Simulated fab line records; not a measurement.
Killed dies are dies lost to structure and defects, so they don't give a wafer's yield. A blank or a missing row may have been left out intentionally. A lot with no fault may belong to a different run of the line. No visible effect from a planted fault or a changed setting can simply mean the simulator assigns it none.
2 desks, one fault	flow sky130	every desk sees just its own numbers, and what lay behind them comes last

TOOL OWNER'S DESK, implanter-04
SKY_LDD_HVP_IMPLANT_08, tool's own readings: per-lot mean of the sampled wafers with a number, covering each lot this tool ran. A lot is out of limits, marked OUT, if its mean lies more than 4 standard deviations from the usual mean; the brackets give that distance.
Columns: A = dose-ions-cm2 at SKY_LDD_HVP_IMPLANT_08, usual 1.6998e+13; B = faraday-current-uA at SKY_LDD_HVP_IMPLANT_08, usual 95.9
lot	first seen here	A	B
L112	day 23 10:24	1.7000e+13	96.4
L115	day 25 01:50	1.6975e+13	95.9
L120	day 26 07:50	1.2061e+13 (-99 or more) OUT	67.5 (-15) OUT
L122	day 26 17:23	1.2026e+13 (-99 or more) OUT	67.6 (-15) OUT
L130	day 29 13:40	1.6993e+13	95.5
This desk's verdict: out of limits on L120, L122, starting with L120 at day 26 07:50 (dose-ions-cm2 at SKY_LDD_HVP_IMPLANT_08). L112, L115, L130: within limits.

AT THE METROLOGY DESK
What the gauges read, lot by lot, whatever tool the lot ran on: means of the sampled wafers that have a number. A lot is out of limits, marked OUT, if its mean lies more than 4 standard deviations from the usual mean; the brackets give that distance.
Columns: A = POLY_GATE_CVD_03_THK at SKY_POLY_GATE_THK_MEAS_04, usual 74.6 nm; B = LDD_HVP_TW at SKY_LDD_HVP_TW_MEAS_10, usual 450; C = POLY_CUT_OVL at SKY_POLY_CUT_OVL_MEAS_09, usual 0 nm
lot	first seen here	A	B	C
L107	day 15 09:17	76.2	452	-5
L112	day 16 22:44	73.7	450	-1
L114	day 17 23:50	74.7	447	9
L115	day 18 11:25	73.8	448	-11
L116	day 18 14:32	74.0	452	-5
L120	day 19 23:33	73.9	405 (-12) OUT	-8
L121	day 20 08:18	73.8	447	-0
L122	day 20 09:51	75.4	403 (-13) OUT	-1
L125	day 21 23:44	75.5	454	7
L127	day 22 09:12	75.4	443	-5
L128	day 22 14:39	75.5	453	4
L130	day 23 11:11	75.0	448	-0
Finding of this desk: L120, L122 out of limits, first seen on L120 at day 26 08:04 (LDD_HVP_TW at SKY_LDD_HVP_TW_MEAS_10). L107, L112, L114, L115, L116, L121, L125, L127, L128, L130: within limits.

BROUGHT TOGETHER
The tool owner's desk could have raised an alarm at day 26 07:50, on L120, L122.
At day 26 08:04 the metrology desk could have sounded an alarm, on L120, L122.
SKY_LDD_HVP_IMPLANT_08 was run on implanter-04 by each of the lots named.

WHAT THE SIMULATOR PUT IN
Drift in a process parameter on implanter-04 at SKY_LDD_HVP_IMPLANT_08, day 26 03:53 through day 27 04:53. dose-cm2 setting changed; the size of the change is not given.
Shown lots that were struck: L120, L122.
Time in hours from fault onset to the first out-of-limits reading at each desk: tool owner's desk 4, metrology desk 4.
